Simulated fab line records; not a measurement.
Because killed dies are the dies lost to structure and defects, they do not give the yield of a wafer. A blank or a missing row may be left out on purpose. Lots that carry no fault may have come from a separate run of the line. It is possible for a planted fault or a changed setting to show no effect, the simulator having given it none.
Tool commonality check :: flow sky130 :: Lots sampled 12, wafers sampled 42

WHY IT WAS OPENED
At SKY_POLY_GATE_THK_MEAS_01 the reading POLY_GATE_CVD_00_THK is flagged on 2 of 12 lots. Fault-free wafers read 179.6 nm, with a standard deviation of 2.1.
Rule: a lot is flagged when every wafer of it that has a number lies more than 4 standard deviations from that mean, or none has a number. All remaining lots are regarded as sound.

lot: L986
measured: day 13 23:41
on: film metro-04
POLY_GATE_CVD_00_THK (nm), wafer by wafer: 184.1 184.2 185.6
flag: 

lot: L988
measured: day 15 00:42
on: film metro-04
POLY_GATE_CVD_00_THK (nm), wafer by wafer: 179.4 179.3 178.5
flag: 

lot: L990
measured: day 15 20:22
on: film metro-04
POLY_GATE_CVD_00_THK (nm), wafer by wafer: 121.3 120.6 120.6 121.3 120.6 120.4
flag: FLAGGED

lot: L991
measured: day 15 23:33
on: film metro-04
POLY_GATE_CVD_00_THK (nm), wafer by wafer: 123.5 125.5 123.0 123.4 125.5 123.1
flag: FLAGGED

lot: L999
measured: day 18 19:34
on: film metro-03
POLY_GATE_CVD_00_THK (nm), wafer by wafer: 175.9 176.5 175.1
flag: 

lot: L100
measured: day 19 11:07
on: film metro-03
POLY_GATE_CVD_00_THK (nm), wafer by wafer: 179.9 180.4 179.5
flag: 

lot: L102
measured: day 21 07:28
on: film metro-03
POLY_GATE_CVD_00_THK (nm), wafer by wafer: 177.7 178.8 178.9
flag: 

lot: L104
measured: day 21 11:11
on: film metro-03
POLY_GATE_CVD_00_THK (nm), wafer by wafer: 177.7 178.1 178.5
flag: 

lot: L106
measured: day 21 17:29
on: film metro-04
POLY_GATE_CVD_00_THK (nm), wafer by wafer: 177.0 178.4 176.9
flag: 

lot: L105
measured: day 21 21:12
on: film metro-04
POLY_GATE_CVD_00_THK (nm), wafer by wafer: 179.9 180.7 181.0
flag: 

lot: L108
measured: day 22 00:47
on: film metro-02
POLY_GATE_CVD_00_THK (nm), wafer by wafer: 180.7 180.0 181.8
flag: 

lot: L107
measured: day 22 03:19
on: film metro-04
POLY_GATE_CVD_00_THK (nm), wafer by wafer: 178.1 180.0 179.5
flag: 
Average over the flagged lots: 122.4 nm; offset from the usual -57.2 nm, equal to -27 standard deviations.

EACH LOT AND THE TOOL IT RAN ON
The record keeps 1 process step preceding the reading, out of 708 steps on the route. Cell contents, in order: the tool; ch with the chambers the sampled wafers went through; the start.
lot: L986
flag: 
SKY_POLY_GATE_CVD_00: lpcvd-01 ch 0, day 13 21:53

lot: L988
flag: 
SKY_POLY_GATE_CVD_00: lpcvd-01 ch 1, day 14 23:30

lot: L990
flag: FLAGGED
SKY_POLY_GATE_CVD_00: lpcvd-01 ch 1, day 15 19:10

lot: L991
flag: FLAGGED
SKY_POLY_GATE_CVD_00: lpcvd-01 ch 1, day 15 21:45

lot: L999
flag: 
SKY_POLY_GATE_CVD_00: lpcvd-01 ch 0, day 18 18:22

lot: L100
flag: 
SKY_POLY_GATE_CVD_00: lpcvd-01 ch 1, day 19 09:55

lot: L102
flag: 
SKY_POLY_GATE_CVD_00: lpcvd-01 ch 0, day 21 05:40

lot: L104
flag: 
SKY_POLY_GATE_CVD_00: lpcvd-01 ch 0, day 21 09:59

lot: L106
flag: 
SKY_POLY_GATE_CVD_00: lpcvd-01 ch 1, day 21 16:16

lot: L105
flag: 
SKY_POLY_GATE_CVD_00: lpcvd-01 ch 0, day 21 19:59

lot: L108
flag: 
SKY_POLY_GATE_CVD_00: lpcvd-01 ch 1, day 21 23:35

lot: L107
flag: 
SKY_POLY_GATE_CVD_00: lpcvd-01 ch 0, day 22 02:07
What the steps here do:
- SKY_POLY_GATE_CVD_00: deposits poly-Si, target thk 180 nm, time 720 s.
- SKY_POLY_GATE_THK_MEAS_01

FLAGGED AGAINST TOTAL, ONE TOOL AT A TIME (gauges that did the reading follow at the end)
step: SKY_POLY_GATE_CVD_00
tool: lpcvd-01
lots run: 12
flagged: 2
share of the flagged lots: all
sound lots run after its first flagged lot: 8 (L999,L100,L102,L104,L106,L105,L108,L107)

step: SKY_POLY_GATE_THK_MEAS_01
tool: film metro-02
lots run: 1
flagged: 0
share of the flagged lots: none
sound lots run after its first flagged lot: -

step: SKY_POLY_GATE_THK_MEAS_01
tool: film metro-03
lots run: 4
flagged: 0
share of the flagged lots: none
sound lots run after its first flagged lot: -

step: SKY_POLY_GATE_THK_MEAS_01
tool: film metro-04
lots run: 7
flagged: 2
share of the flagged lots: all
sound lots run after its first flagged lot: 3 (L106,L105,L107)

WHAT THE TABLE PERMITS
Rows of the table that ran all the flagged lots, 2 in number: lpcvd-01 at SKY_POLY_GATE_CVD_00; film metro-04 at SKY_POLY_GATE_THK_MEAS_01.
- lpcvd-01 at SKY_POLY_GATE_CVD_00 ran 12 lots, 2 of them flagged. After the first flagged lot (L999, L100, L102, L104, L106, L105, L108, L107), sound lots still ran on it; a lasting fault on the whole tool would not permit that.
- film metro-04 at SKY_POLY_GATE_THK_MEAS_01 ran 7 lots, 2 of them flagged. After the first flagged lot (L106, L105, L107), sound lots still ran on it; a lasting fault on the whole tool would not permit that.
None of the table's rows ran every flagged lot and, after the first, no sound lot.

WHAT THE SIMULATOR PUT IN
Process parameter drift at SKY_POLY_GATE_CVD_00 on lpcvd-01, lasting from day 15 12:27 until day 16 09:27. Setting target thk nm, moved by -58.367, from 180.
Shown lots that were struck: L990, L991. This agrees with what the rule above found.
